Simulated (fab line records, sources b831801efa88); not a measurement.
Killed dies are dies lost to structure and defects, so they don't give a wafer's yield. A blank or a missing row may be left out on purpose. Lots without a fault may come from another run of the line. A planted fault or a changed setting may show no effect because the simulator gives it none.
fab line records | flow sky130
record lots=15 wafers=45 last_day=50
route steps=708 shown FIELD_ISO@1 PWDE@51
lots that met no fault: from a run of the same line without faults
start_h: hours from the record's first day to the start of the lot's first wafer shown | wait_h: hours since the lot's step before | " the same as in the row above | L1.1+2: a row that stands for several wafers | - no value, or no start given | * or withheld: withheld | < > ~ a bound
route shown NAME@n: a module of which the file shows steps, and the number in the route of the first | usual: mean/standard deviation of fault-free wafers | same: alike in all rows | chamber/n: place in a boat | sites: the reading at each site | _std_site: their standard deviation | _edge_site: outer sites' mean less inner sites' | radius_mm: how far each site lies from the wafer's centre | mask NAME#n: copy n | behind: the tool/chamber that last shaped the wafer | hold: why the lot was held/for how many hours/how that ended | device: the transistor (n, p or np) that didn't switch | end of line: the same wafers' tests at the end of the route | a step without rows: its recipe alone | killed: dies lost to structure and defects at the first sort, not the wafer's yield | map: a wafer's dies, x killed, . not, _ none there
set.NAME: the setting as run; set.NAME@STEP: as run at that earlier step | model.NAME: the simulator's own value behind a step, which no gauge read
steps of the route over a sample of lots; a table a step, a row a wafer
services: from which hour (start_h, from the record's first day; less than 0 if before it) a tool's chamber was out of use, for how many hours, and why
## steps
# step SKY_FIELD_ISO_BOW_MEAS_00
# recipe mode=bow
# usual INCOMING_BOW=0/6.5
# columns lot.wafer tool chamber start_h wait_h INCOMING_BOW[um]
L915.2 film_metro-01 - 10.02 - -2
L915.5 " - " " 4
L915.6 " - " " 2
L916.1 film_metro-03 - 15.00 - 1
L916.2 " - " " 6
L916.3 " - " " 4
L917.3 film_metro-04 - 20.06 - -11
L917.4 " - " " -7
L917.5 " - " " 18
L918.1 film_metro-01 - 25.00 - -8
L918.3 " - " " -3
L918.4 " - " " 3
L920.1 film_metro-04 - 35.00 - 7
L920.2 " - " " 4
L920.3 " - " " -15
L926.1 film_metro-01 - 65.00 - -3
L926.4 " - " " -5
L926.6 " - " " -9
L927.2 film_metro-04 - 70.02 - -4
L927.3 " - " " -2
L927.6 " - " " -3
L928.3 film_metro-01 - 75.04 - 7
L928.4 " - " " 3
L928.6 " - " " 9
L931.1 film_metro-04 - 90.00 - -12
L931.3 " - " " 5
L931.5 " - " " -8
L932.1 film_metro-01 - 95.00 - -1
L932.2 " - " " 7
L932.5 " - " " 9
L933.2 film_metro-04 - 100.02 - 0
L933.3 " - " " -5
L933.6 " - " " -11
L935.3 film_metro-01 - 110.04 - 2
L935.4 " - " " 3
L935.6 " - " " 6
L936.2 film_metro-03 - 115.02 - -4
L936.4 " - " " -2
L936.5 " - " " -4
L937.1 film_metro-03 - 120.00 - -11
L937.3 " - " " -3
L937.5 " - " " 0
L938.2 film_metro-01 - 125.02 - -6
L938.3 " - " " 4
L938.6 " - " " -9
# step SKY_FIELD_ISO_ETCH_17
# recipe target_depth_a=3420 mask_material=Si3N4 chemistry=HBr/Cl2/O2 target=Si taper_deg=5 icp_w=600 bias_w=150 pressure_mtorr=15 HBr_flow_sccm=150 Cl2_flow_sccm=40 O2_flow_sccm=6 time_s=97.7
# usual bias_w=150.0/0.45 drypump_motor_current_A=5.7/0.55 he_backside_leak_sccm=2.72/0.23 mfc_cl2_sccm=39.98/0.12 oes_product_au=1.002/0.012 rf_fwd_power_W=596.4/2 throttle_valve_pct=25.656/0.012
# columns lot.wafer tool chamber start_h wait_h bias_w drypump_motor_current_A he_backside_leak_sccm mfc_cl2_sccm oes_product_au rf_fwd_power_W rf_hours_counter_h throttle_valve_pct
L915.2 rie_si-02 0 29.53 0.1 149.7 5.0 2.59 40.13 0.976 594.1 2 25.651
L915.5 " 3 " " 150.7 6.1 2.98 40.09 1.007 595.9 - 25.644
L915.6 " 2 " " 150.0 5.9 2.65 39.90 0.998 597.0 - 25.661
L916.1 rie_si-02 1 34.22 0.1 150.3 5.8 2.74 39.78 1.035 599.5 64 25.632
L916.2 " 2 " " 150.6 5.9 2.70 40.02 1.011 594.9 2 25.665
L916.3 " 3 " " 150.3 6.1 2.90 40.17 1.009 597.9 138 25.656
L917.3 rie_si-01 0 38.52 0.0 149.7 4.8 2.45 39.89 1.001 595.7 47 25.651
L917.4 " 2 " " 149.6 5.0 3.07 39.72 1.002 595.6 0 25.648
L917.5 " 0 " " 149.4 4.8 2.41 40.07 0.999 595.6 - 25.656
L918.1 rie_si-02 1 43.68 0.1 150.0 5.8 2.86 40.20 1.020 596.4 64 25.645
L918.3 " 3 " " 149.2 6.0 3.00 40.12 1.005 596.2 138 25.654
L918.4 " 0 " " 149.8 5.0 2.36 40.16 0.981 593.7 2 25.679
L920.1 rie_si-01 1 54.87 0.1 149.3 5.9 2.65 39.96 1.011 594.9 9 25.641
L920.2 " 0 " " 149.5 4.8 2.24 40.28 0.996 595.3 47 25.657
L920.3 " 3 " " 150.1 6.6 2.73 39.88 1.000 597.9 92 25.662
L926.1 rie_si-02 3 86.08 0.1 150.1 6.1 2.96 40.08 0.999 595.7 138 25.664
L926.4 " 2 " " 150.4 5.9 2.63 40.00 1.000 593.4 2 25.647
L926.6 " 0 " " 149.5 5.0 2.63 39.97 0.988 594.3 - 25.655
L927.2 rie_si-02 2 94.18 0.1 149.8 6.0 2.57 40.11 0.988 597.1 3 25.666
L927.3 " 1 " " 150.3 5.8 2.60 39.96 1.015 598.4 65 25.627
L927.6 " 1 " " 149.8 5.8 2.74 40.07 1.016 598.6 - 25.655
L928.3 rie_si-01 1 95.83 0.0 150.3 6.0 2.62 40.03 1.008 598.6 9 25.654
L928.4 " 2 " " 150.1 5.0 3.02 40.06 1.010 596.1 1 25.642
L928.6 " 0 " " 150.9 4.8 2.77 39.84 1.008 598.3 - 25.635
L931.1 rie_si-02 2 111.73 0.1 149.9 5.9 2.47 40.04 1.011 594.6 3 25.658
L931.3 " 1 " " 150.1 5.9 2.66 39.80 1.028 595.0 65 25.653
L931.5 " 3 " " 149.4 6.1 3.06 40.03 1.000 600.5 - 25.665
L932.1 rie_si-02 2 117.88 0.1 149.3 5.9 2.57 40.21 0.991 597.4 3 25.658
L932.2 " 1 " " 149.3 5.9 2.74 39.92 1.015 600.9 65 25.633
L932.5 " 0 " " 150.0 5.0 2.42 39.78 0.974 593.2 - 25.686
L933.2 rie_si-02 0 126.88 0.1 150.5 5.0 2.60 40.05 0.987 595.6 3 25.669
L933.3 " 3 " " 150.6 6.1 3.10 40.11 1.004 601.6 138 25.651
L933.6 " 2 " " 149.3 6.0 2.55 40.01 0.995 596.0 - 25.656
L935.3 rie_si-02 2 132.73 0.0 150.4 5.9 2.54 40.11 1.004 596.0 3 25.653
L935.4 " 1 " " 150.3 5.9 2.71 39.99 1.013 595.7 65 25.654
L935.6 " 3 " " 149.3 6.1 2.90 40.04 1.010 598.7 - 25.660
L936.2 rie_si-01 1 137.97 0.1 150.0 5.9 2.43 39.84 1.006 596.3 9 25.655
L936.4 " 2 " " 149.8 5.0 3.00 39.82 1.004 595.9 1 25.653
L936.5 " 1 " " 149.9 5.9 2.51 39.94 1.011 597.8 - 25.664
L937.1 rie_si-02 0 142.58 0.1 150.1 5.0 2.56 39.95 0.979 595.1 3 25.683
L937.3 " 2 " " 149.7 6.0 2.64 39.87 1.000 599.1 3 25.659
L937.5 " 1 " " 149.7 5.8 2.84 39.75 1.017 597.6 - 25.644
L938.2 rie_si-01 3 148.68 0.1 149.8 6.5 2.90 40.06 1.002 597.5 93 25.651
L938.3 " 0 " " 149.5 4.8 2.59 39.94 0.999 595.3 48 25.664
L938.6 " 1 " " 149.2 5.9 2.49 40.06 0.998 596.7 - 25.638
# step SKY_PWDE_DEVELOP_06
# recipe wall_angle_deg=90 developer=TMAH develop_time_s=60 dev_temp_c=23
# usual chill_plate_temp_C=23.00/0.1 develop_time_s=60/0 developer_temp_C=22.99/0.12
# columns lot.wafer tool chamber start_h wait_h chill_plate_temp_C develop_time_s developer_temp_C
L915.2 litho_track-02 0 68 - 22.84 60 22.86
L915.5 " 0 " " 22.95 60 23.02
L915.6 " 0 " " 22.95 60 23.09
L916.1 litho_track-02 0 70 - 23.09 60 22.71
L916.2 " 0 " " 23.16 60 22.82
L916.3 " 0 " " 23.05 60 22.90
L917.3 litho_track-02 0 74 - 23.03 60 22.92
L917.4 " 0 " " 22.86 60 22.84
L917.5 " 0 " " 22.99 60 23.00
L918.1 litho_track-04 0 82 - 22.97 60 23.16
L918.3 " 0 " " 23.14 60 23.30
L918.4 " 0 " " 23.12 60 23.08
L920.1 litho_track-01 0 93 - 23.01 60 23.05
L920.2 " 0 " " 23.08 60 23.15
L920.3 " 0 " " 23.08 60 23.14
L926.1 litho_track-02 - 128 - - - -
L926.4 " - " " - - -
L926.6 " - " " - - -
L927.2 litho_track-01 - 136 - - - -
L927.3 " - " " - - -
L927.6 " - " " - - -
L928.3 litho_track-02 - 139 - - - -
L928.4 " - " " - - -
L928.6 " - " " - - -
L931.1 litho_track-04 0 158 - 22.95 60 22.91
L931.3 " 0 " " 22.91 60 23.00
L931.5 " 0 " " 22.93 60 23.02
L932.1 litho_track-02 0 162 - 22.76 60 23.12
L932.2 " 0 " " 22.82 60 23.08
L932.5 " 0 " " 22.93 60 22.93
L933.2 litho_track-01 0 172 - 23.03 60 23.03
L933.3 " 0 " " 23.06 60 22.82
L933.6 " 0 " " 23.12 60 22.99
L935.3 litho_track-02 0 178 - 22.83 60 23.03
L935.4 " 0 " " 22.89 60 23.08
L935.6 " 0 " " 22.87 60 22.99
L936.2 litho_track-01 0 185 - 23.03 60 22.92
L936.4 " 0 " " 23.03 60 22.89
L936.5 " 0 " " 23.01 60 22.86
L937.1 litho_track-04 0 189 - 22.90 60 23.11
L937.3 " 0 " " 22.98 60 22.98
L937.5 " 0 " " 23.06 60 22.97
L938.2 litho_track-02 0 197 - 23.19 60 23.18
L938.3 " 0 " " 23.06 60 23.09
L938.6 " 0 " " 23.00 60 23.13
# step SKY_PWDE_STRIP_09
# recipe chemistry=O2/N2 power_w=1400 pressure_mtorr=1500 platen_temp_c=withheld o2_flow_sccm=3000 n2_flow_sccm=300 overash_fraction=0.5
# usual drypump_motor_current_A=5.73/0.26 oes_product_au=0.722/0.0043 strip_time_to_endpoint_s=36.89/0.095
# columns lot.wafer tool chamber start_h wait_h drypump_motor_current_A oes_product_au rf_hours_counter_h strip_time_to_endpoint_s
L915.2 plasma_asher-02 0 68.74 0.1 5.46 0.722 42 36.95
L915.5 " 0 " " 5.45 0.716 - 36.90
L915.6 " 1 " " 5.75 0.726 - 36.93
L916.1 plasma_asher-03 1 71.14 0.1 5.55 0.722 26 36.78
L916.2 " 0 " " 6.08 0.719 26 36.71
L916.3 " 1 " " 5.51 0.729 - 36.75
L917.3 plasma_asher-01 0 74.93 0.1 5.44 0.722 - 36.97
L917.4 " 1 " " 6.00 0.724 - 36.96
L917.5 " 0 " " 5.45 0.715 - 36.82
L918.1 plasma_asher-02 1 82.90 0.1 5.76 0.726 44 36.95
L918.3 " 0 " " 5.45 0.721 - 36.94
L918.4 " 1 " " 5.75 0.724 - 36.94
L920.1 plasma_asher-02 0 93.40 0.1 5.45 0.717 45 36.82
L920.2 " 1 " " 5.74 0.726 45 36.74
L920.3 " 1 " " 5.73 0.727 - 36.69
L926.1 plasma_asher-01 1 129.04 0.1 6.02 0.718 40 36.96
L926.4 " 1 " " 6.02 0.722 - 36.85
L926.6 " 1 " " 6.02 0.726 - 37.03
L927.2 plasma_asher-03 0 137.20 0.1 6.08 0.724 31 37.01
L927.3 " 1 " " 5.54 0.721 - 36.97
L927.6 " 1 " " 5.54 0.721 - 37.02
L928.3 plasma_asher-01 0 140.02 0.1 5.42 0.721 - 37.15
L928.4 " 1 " " 6.04 0.722 - 37.13
L928.6 " 0 " " 5.44 0.722 - 37.20
L931.1 plasma_asher-03 1 158.50 0.1 5.54 0.728 34 37.02
L931.3 " 1 " " 5.52 0.719 - 36.98
L931.5 " 0 " " 6.05 0.724 - 36.87
L932.1 plasma_asher-01 0 163.04 0.1 5.45 0.719 44 36.92
L932.2 " 1 " " 6.01 0.721 44 36.90
L932.5 " 1 " " 6.02 0.721 - 36.91
L933.2 plasma_asher-03 0 172.42 0.1 6.06 0.728 36 36.84
L933.3 " 1 " " 5.54 0.720 - 36.96
L933.6 " 0 " " 6.10 0.720 - 36.78
L935.3 plasma_asher-03 1 179.17 0.1 5.53 0.721 - 36.97
L935.4 " 0 " " 6.04 0.721 - 36.93
L935.6 " 0 " " 6.04 0.723 - 36.84
L936.2 plasma_asher-03 1 185.45 0.1 5.52 0.717 37 36.82
L936.4 " 0 " " 6.06 0.721 - 36.79
L936.5 " 1 " " 5.52 0.714 - 36.81
L937.1 plasma_asher-03 0 190.15 0.1 6.00 0.724 37 36.80
L937.3 " 0 " " 6.05 0.726 - 36.77
L937.5 " 0 " " 6.03 0.730 - 36.86
L938.2 plasma_asher-03 0 198.19 0.1 6.06 0.726 38 36.72
L938.3 " 0 " " 6.03 0.727 - 36.84
L938.6 " 1 " " 5.53 0.722 - 36.79
## services
# columns tool chamber start_h hours kind
plasma_asher-01 - 61.39 5.0 pm
plasma_asher-03 - 74.33 4.3 pm
plasma_asher-03 - 90.21 12.5 repair
plasma_asher-02 - 129.45 13.3 pm
rie_si-02 3 133.03 - clean
rie_si-02 3 133.03 18.9 scheduled_down
rie_si-02 3 133.03 18.9 vent_cycle
plasma_asher-02 - 142.78 28.1 pm
plasma_asher-01 - 164.04 0.8 repair
litho_track-02 - 180.47 - consumable_replace:filter
rie_si-02 1 182.86 14.4 repair
rie_si-01 1 195.82 9.1 repair
## key
first_sign step=SKY_PWDE_DEVELOP_06 reading=tool_record direction=missing
effect none on later readings
met_at SKY_PWDE_DEVELOP_06
struck_lots L926,L927,L928
sort_left_out L926.1,L926.4,L926.6,L927.2,L927.3,L927.6,L928.3,L928.4,L928.6
tester_left_out L926,L927,L928
not_acting_at SKY_FIELD_ISO_BOW_MEAS_00,SKY_FIELD_ISO_ETCH_17,SKY_PWDE_STRIP_09
fault kind=skipped_step_whole tool=litho_track-01,litho_track-02 chamber=- onset_h=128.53 steps=SKY_PWDE_DEVELOP_06 scope=struck_lots_only
# tester_left_out: of these lots the tester's yield and bins aren't shown, on N5 and GAA mostly nor the transistor test; their killed dies are dies lost to structure and defects alone, not to doping, threshold or leakage, so they don't give the yield
# sort_left_out: the simulated sort isn't trusted on such a fault, so these wafers' sort isn't shown, and their yield isn't known
